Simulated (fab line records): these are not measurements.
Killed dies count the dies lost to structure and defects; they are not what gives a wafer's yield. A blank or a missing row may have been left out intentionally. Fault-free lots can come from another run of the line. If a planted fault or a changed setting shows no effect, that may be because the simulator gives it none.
Struck lot and sound lot, side by side / flow sky130 / 17 steps out of a route of 708
Sound: wafers L209.1, L209.2, L209.5. Wafers struck: L213.3, L213.5, L213.6. Last of all comes the cause.
Per side, at each step with rows, come the tool, then ch with its chambers, and then its first start. Under that, the readings that differ: sound wafers / struck wafers / difference of the means / sigmas: that difference in standard deviations of wafers without a fault.
alike: a reading whose means differ by less than 2 such deviations, as well as words and numbers matching on both sides. not compared: withheld readings; readings where some wafer has no value; bounds like >300 that might hide an equal value; numbers whose values overlap and for which the record gives no deviation.
The two part at a step that has a row with sigmas, a row that says differs or no value, or rows on one side only. When numbers do not overlap yet have no deviation, they are printed without sigmas and do not part them. A reading missing from all wafers of one side parts the sides only when that side holds two or more wafers.

SKY_GATE_OXIDE_TW_MEAS_14:
  sound on filmMetro-02 at day 14 05:08; struck on filmMetro-02 at day 15 23:04
  alike: GATE_OXIDE_TW
then, 3 steps without rows for these wafers: SKY_GATE_OXIDE_CLEAN_15 (cleans in SC1/SC2, time 150 s); SKY_GATE_OXIDE_OXIDATION_16 (stabilise 600 s, purge 300 s, target thk 3.57 nm); SKY_POLY_GATE_CVD_00 (deposits poly-Si, target thk 180 nm, time 720 s).
SKY_POLY_GATE_THK_MEAS_01:
  sound on filmMetro-02 at day 14 12:45; struck on filmMetro-03 at day 16 02:31
reading=POLY_GATE_CVD_00_THK (nm); sound=179.3 178.9 178.1; struck=183.8 181.7 184.7; difference=+4.6; sigmas=+3
then, 7 steps without rows for these wafers: SKY_RES_PROTECT_DEHYDRATE_00 (time 60 s); SKY_RES_PROTECT_HMDS_01 (prime time 60 s); SKY_RES_PROTECT_COAT_02 (resist thk 1140 nm); SKY_RES_PROTECT_SOFTBAKE_03 (time 60 s); SKY_RES_PROTECT_EXPOSE_04 (exposes mask RPM, target cd 1270 nm); SKY_RES_PROTECT_PEB_05; SKY_RES_PROTECT_DEVELOP_06 (develop time 60 s).
SKY_POLY_GATE_IMPLANT_02:
  sound on implanter-04 ch 0, day 15 15:28; struck on implanter-04 ch 0, day 17 06:41
reading=implantIonAmu; sound=31 31 31; struck=75 75 75; difference=+44; sigmas=
reading=model.implant.rpNm (nm); sound=37.59 37.59 37.59; struck=21.16 21.16 21.16; difference=-16.43; sigmas=
reading=model.implant.drpNm (nm); sound=16.6 16.6 16.6; struck=9.641 9.641 9.641; difference=-6.959; sigmas=
SKY_RES_PROTECT_STRIP_07: strips in O2/N2.
  sound on plasmaAsher-04 ch 0,1, day 15 15:37; struck on plasmaAsher-02 ch 0,1, day 17 06:49
reading=oesProductAu (a.u.); sound=0.511 0.518 0.517; struck=0.552 0.556 0.559; difference=+0.040; sigmas=+9
reading=stripTimeToEndpointS (s); sound=23.27 23.31 23.29; struck=20.42 20.51 20.44; difference=-2.83; sigmas=-79
  alike: drypumpMotorCurrentA, o2FlowSccm
  not compared: rfHoursCounterH
SKY_RES_PROTECT_TW_MEAS_08:
  sound on filmMetro-01 at day 15 15:43; struck on filmMetro-03 at day 17 06:54
reading=POLY_GATE_TW; sound=4039 4049 4029; struck=3599 3556 3594; difference=-456; sigmas=-21
then, 1 step without rows for these wafers: SKY_RES_PROTECT_CLEAN_09 (cleans in SC1/SC2, time 150 s).
-- the record jumps here: 30 days lie between the struck wafers' starts before and after (it left off in module RES_PROTECT and takes up again in module PAD_OPEN, whose first step shown is number 708 of the route) --
SKY_PAD_OPEN_PROBE_99:
  sound on prober-01 at day 46 00:38; struck on prober-02 at day 47 13:29
reading=killed_at_M4_up; sound=1 6 7; struck=2 1 0; difference=-4; sigmas=-2
reading=model.etest.resPoly.lineOhmUm; sound=519 528.5 494.7; struck=645 676.7 619.4; difference=+133; sigmas=
reading=model.etest.liconPoly.rcOhm; sound=155.6 156 153.1; struck=194.1 189.7 194.8; difference=+38.0; sigmas=
reading=model.etest.resPoly.rsOhmSq; sound=48.96 49.01 49.01; struck=60.27 60.66 59.52; difference=+11.16; sigmas=
  alike: killed_at_M0_to_M3, killedAtContacts, killedAtFrontEnd, killedAtOther, killedDies, killedOpen, killedShort

WHERE THEY PART
At SKY_POLY_GATE_THK_MEAS_01 first; at SKY_PAD_OPEN_PROBE_99 last (within this record only).

WHY: what the simulator had put in
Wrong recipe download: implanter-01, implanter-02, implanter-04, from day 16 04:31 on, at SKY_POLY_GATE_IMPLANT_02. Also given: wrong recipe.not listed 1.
